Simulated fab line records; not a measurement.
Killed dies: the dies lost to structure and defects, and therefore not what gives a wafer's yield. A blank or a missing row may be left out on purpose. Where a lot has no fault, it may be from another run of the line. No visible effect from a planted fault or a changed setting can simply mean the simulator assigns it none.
What tool caused it? || flow gf180mcu || 39 wafers from 13 lots sampled at 4 of the route's 602 steps

WHAT THE GAUGES READ, wafer by wafer
GF_PSD_TW_MEAS_11.
{"lot": "L709", "measured": "day 15 00:59", "on": "film_metro-02", "PSD_TW": "3207 3204 3187"}
{"lot": "L711", "measured": "day 15 13:34", "on": "film_metro-02", "PSD_TW": "3174 3202 3209"}
{"lot": "L712", "measured": "day 16 04:34", "on": "film_metro-01", "PSD_TW": "3152 3153 3146"}
{"lot": "L713", "measured": "day 16 15:23", "on": "film_metro-01", "PSD_TW": "3158 3159 3145"}
{"lot": "L714", "measured": "day 16 23:11", "on": "film_metro-02", "PSD_TW": "3220 3183 3207"}
{"lot": "L715", "measured": "day 16 23:18", "on": "film_metro-01", "PSD_TW": "3160 3148 3159"}
{"lot": "L716", "measured": "day 17 14:41", "on": "film_metro-02", "PSD_TW": "3191 3181 3211"}
{"lot": "L717", "measured": "day 17 14:53", "on": "film_metro-02", "PSD_TW": "3185 3194 3174"}
{"lot": "L720", "measured": "day 18 23:14", "on": "film_metro-04", "PSD_TW": "3211 3203 3215"}
{"lot": "L727", "measured": "day 21 03:18", "on": "film_metro-02", "PSD_TW": "3176 3184 3166"}
{"lot": "L728", "measured": "day 21 09:32", "on": "film_metro-02", "PSD_TW": "3162 3166 3166"}
{"lot": "L731", "measured": "day 22 11:23", "on": "film_metro-02", "PSD_TW": "3171 3170 3184"}
{"lot": "L732", "measured": "day 22 21:38", "on": "film_metro-01", "PSD_TW": "3164 3157 3155"}

GF_PSD_RS_MEAS_14: measurement is done with a four-point probe.
{"lot": "L709", "measured": "day 15 01:11", "on": "film_metro-02", "NSD_RS (ohm/sq)": "45.88 45.74 45.64"}
{"lot": "L711", "measured": "day 15 13:46", "on": "film_metro-04", "NSD_RS (ohm/sq)": "45.76 45.75 45.82"}
{"lot": "L712", "measured": "day 16 04:46", "on": "film_metro-01", "NSD_RS (ohm/sq)": "45.60 45.64 45.68"}
{"lot": "L713", "measured": "day 16 15:35", "on": "film_metro-04", "NSD_RS (ohm/sq)": "45.81 45.70 45.75"}
{"lot": "L714", "measured": "day 16 23:23", "on": "film_metro-02", "NSD_RS (ohm/sq)": "45.67 45.66 45.69"}
{"lot": "L715", "measured": "day 16 23:30", "on": "film_metro-01", "NSD_RS (ohm/sq)": "45.64 45.68 45.76"}
{"lot": "L716", "measured": "day 17 14:52", "on": "film_metro-01", "NSD_RS (ohm/sq)": "45.72 45.64 45.63"}
{"lot": "L717", "measured": "day 17 15:05", "on": "film_metro-04", "NSD_RS (ohm/sq)": "45.83 45.77 45.75"}
{"lot": "L720", "measured": "day 18 23:26", "on": "film_metro-02", "NSD_RS (ohm/sq)": "45.73 46.81 45.73"}
{"lot": "L727", "measured": "day 21 03:31", "on": "film_metro-01", "NSD_RS (ohm/sq)": "45.78 45.72 45.63"}
{"lot": "L728", "measured": "day 21 09:43", "on": "film_metro-01", "NSD_RS (ohm/sq)": "45.72 45.72 45.70"}
{"lot": "L731", "measured": "day 22 11:35", "on": "film_metro-04", "NSD_RS (ohm/sq)": "45.70 45.72 45.83"}
{"lot": "L732", "measured": "day 22 21:52", "on": "film_metro-04", "NSD_RS (ohm/sq)": "45.78 45.82 45.89"}

TOOL THAT RAN EACH LOT (tool first, then ch and the chambers of the sampled wafers, then the start)
{"lot": "L709", "GF_NSD_IMPLANT_10": "implanter-04 ch 0, day 14 02:57", "GF_PSD_STRIP_10": "plasma_asher-01 ch 0,1, day 15 00:53"}
{"lot": "L711", "GF_NSD_IMPLANT_10": "implanter-02 ch 0, day 14 15:44", "GF_PSD_STRIP_10": "plasma_asher-01 ch 0,1, day 15 13:28"}
{"lot": "L712", "GF_NSD_IMPLANT_10": "implanter-04 ch 0, day 15 05:41", "GF_PSD_STRIP_10": "plasma_asher-02 ch 0,1, day 16 04:28"}
{"lot": "L713", "GF_NSD_IMPLANT_10": "implanter-04 ch 0, day 15 16:01", "GF_PSD_STRIP_10": "plasma_asher-01 ch 0,1, day 16 15:16"}
{"lot": "L714", "GF_NSD_IMPLANT_10": "implanter-02 ch 0, day 15 23:32", "GF_PSD_STRIP_10": "plasma_asher-02 ch 0,1, day 16 23:05"}
{"lot": "L715", "GF_NSD_IMPLANT_10": "implanter-04 ch 0, day 15 23:46", "GF_PSD_STRIP_10": "plasma_asher-03 ch 0,1, day 16 23:12"}
{"lot": "L716", "GF_NSD_IMPLANT_10": "implanter-02 ch 0, day 16 14:52", "GF_PSD_STRIP_10": "plasma_asher-01 ch 0,1, day 17 14:35"}
{"lot": "L717", "GF_NSD_IMPLANT_10": "implanter-01 ch 0, day 16 15:07", "GF_PSD_STRIP_10": "plasma_asher-02 ch 0,1, day 17 14:46"}
{"lot": "L720", "GF_NSD_IMPLANT_10": "implanter-02 ch 0, day 17 21:26", "GF_PSD_STRIP_10": "plasma_asher-01 ch 0, day 18 23:07"}
{"lot": "L727", "GF_NSD_IMPLANT_10": "implanter-01 ch 0, day 20 02:25", "GF_PSD_STRIP_10": "plasma_asher-03 ch 0,1, day 21 03:13"}
{"lot": "L728", "GF_NSD_IMPLANT_10": "implanter-01 ch 0, day 20 08:10", "GF_PSD_STRIP_10": "plasma_asher-03 ch 0,1, day 21 09:26"}
{"lot": "L731", "GF_NSD_IMPLANT_10": "implanter-01 ch 0, day 21 11:21", "GF_PSD_STRIP_10": "plasma_asher-01 ch 1, day 22 11:17"}
{"lot": "L732", "GF_NSD_IMPLANT_10": "implanter-04 ch 0, day 21 21:37", "GF_PSD_STRIP_10": "plasma_asher-01 ch 0,1, day 22 21:34"}
- GF_NSD_IMPLANT_10
- GF_PSD_STRIP_10: strips in O2/N2.

WHAT THE TOOLS THEMSELVES READ (means of the sampled wafers that have a number; where no wafer has one, the mark that the record gives instead)
GF_NSD_IMPLANT_10.
{"lot": "L709", "tool": "implanter-04", "end_station_pressure_torr (Torr)": 7.3e-06}
{"lot": "L711", "tool": "implanter-02", "end_station_pressure_torr (Torr)": 7.3e-06}
{"lot": "L712", "tool": "implanter-04", "end_station_pressure_torr (Torr)": 7.1e-06}
{"lot": "L713", "tool": "implanter-04", "end_station_pressure_torr (Torr)": 7.3e-06}
{"lot": "L714", "tool": "implanter-02", "end_station_pressure_torr (Torr)": 7.5e-06}
{"lot": "L715", "tool": "implanter-04", "end_station_pressure_torr (Torr)": 7.2e-06}
{"lot": "L716", "tool": "implanter-02", "end_station_pressure_torr (Torr)": 7.0e-06}
{"lot": "L717", "tool": "implanter-01", "end_station_pressure_torr (Torr)": 7.3e-06}
{"lot": "L720", "tool": "implanter-02", "end_station_pressure_torr (Torr)": 7.3e-06}
{"lot": "L727", "tool": "implanter-01", "end_station_pressure_torr (Torr)": 7.2e-06}
{"lot": "L728", "tool": "implanter-01", "end_station_pressure_torr (Torr)": 7.1e-06}
{"lot": "L731", "tool": "implanter-01", "end_station_pressure_torr (Torr)": 7.4e-06}
{"lot": "L732", "tool": "implanter-04", "end_station_pressure_torr (Torr)": 7.7e-06}

GF_PSD_STRIP_10.
{"lot": "L709", "tool": "plasma_asher-01", "drypump_motor_current_A (A)": 5.7, "heater_power_w (W)": 317, "oes_product_au (a.u.)": 0.592, "strip_time_to_endpoint_s (s)": 16.48}
{"lot": "L711", "tool": "plasma_asher-01", "drypump_motor_current_A (A)": 5.4, "heater_power_w (W)": 317, "oes_product_au (a.u.)": 0.592, "strip_time_to_endpoint_s (s)": 16.47}
{"lot": "L712", "tool": "plasma_asher-02", "drypump_motor_current_A (A)": 5.5, "heater_power_w (W)": 327, "oes_product_au (a.u.)": 0.595, "strip_time_to_endpoint_s (s)": 16.52}
{"lot": "L713", "tool": "plasma_asher-01", "drypump_motor_current_A (A)": 5.7, "heater_power_w (W)": 318, "oes_product_au (a.u.)": 0.591, "strip_time_to_endpoint_s (s)": 16.50}
{"lot": "L714", "tool": "plasma_asher-02", "drypump_motor_current_A (A)": 5.5, "heater_power_w (W)": 327, "oes_product_au (a.u.)": 0.592, "strip_time_to_endpoint_s (s)": 16.45}
{"lot": "L715", "tool": "plasma_asher-03", "drypump_motor_current_A (A)": 5.9, "heater_power_w (W)": 326, "oes_product_au (a.u.)": 0.591, "strip_time_to_endpoint_s (s)": 16.55}
{"lot": "L716", "tool": "plasma_asher-01", "drypump_motor_current_A (A)": 5.7, "heater_power_w (W)": 319, "oes_product_au (a.u.)": 0.590, "strip_time_to_endpoint_s (s)": 16.51}
{"lot": "L717", "tool": "plasma_asher-02", "drypump_motor_current_A (A)": 5.3, "heater_power_w (W)": 333, "oes_product_au (a.u.)": 0.593, "strip_time_to_endpoint_s (s)": 16.54}
{"lot": "L720", "tool": "plasma_asher-01", "drypump_motor_current_A (A)": 5.2, "heater_power_w (W)": 328, "oes_product_au (a.u.)": 0.591, "strip_time_to_endpoint_s (s)": 16.47}
{"lot": "L727", "tool": "plasma_asher-03", "drypump_motor_current_A (A)": 5.9, "heater_power_w (W)": 326, "oes_product_au (a.u.)": 0.589, "strip_time_to_endpoint_s (s)": 16.49}
{"lot": "L728", "tool": "plasma_asher-03", "drypump_motor_current_A (A)": 5.9, "heater_power_w (W)": 323, "oes_product_au (a.u.)": 0.592, "strip_time_to_endpoint_s (s)": 16.50}
{"lot": "L731", "tool": "plasma_asher-01", "drypump_motor_current_A (A)": 5.9, "heater_power_w (W)": 330, "oes_product_au (a.u.)": 0.593, "strip_time_to_endpoint_s (s)": 16.53}
{"lot": "L732", "tool": "plasma_asher-01", "drypump_motor_current_A (A)": 5.4, "heater_power_w (W)": 323, "oes_product_au (a.u.)": 0.595, "strip_time_to_endpoint_s (s)": 16.53}

THE ANSWER, worked out from the rows above alone
Rule: the usual values come from the lots themselves. The widest of any qualifying gaps counts: lots, ordered by their means at a reading, are off when they make up no more than a third of the lots, leave a main group of 4 or more, and stand apart from it by 3 or more times the standard deviation of that group's means. A main group whose means are all the same, to the digits that the tables above print for the reading, isn't used. A lot without any number at a reading at which 4 lots or more have one is off too. The other lots that the step has rows for count as sound. First the gauges in route order, then the tools' own readings, where a lot's mean is used as printed above. At the first step where some lot is off, the reading lying furthest off is the one used; lots without a number count as furthest.
Off: at GF_PSD_RS_MEAS_14 (NSD_RS), L720. The main group: mean 45.73 ohm/sq, standard deviation 0.053.
A tool fits if, at a process step before that reading, it ran every lot that is off, and no sound lot after the first of them. Those tools and the gauges at GF_PSD_RS_MEAS_14 are tried in the same way. This does not decide it: 2 tools fit, namely implanter-02 at GF_NSD_IMPLANT_10 and film_metro-02 at GF_PSD_RS_MEAS_14.

WHAT THE SIMULATOR PUT IN
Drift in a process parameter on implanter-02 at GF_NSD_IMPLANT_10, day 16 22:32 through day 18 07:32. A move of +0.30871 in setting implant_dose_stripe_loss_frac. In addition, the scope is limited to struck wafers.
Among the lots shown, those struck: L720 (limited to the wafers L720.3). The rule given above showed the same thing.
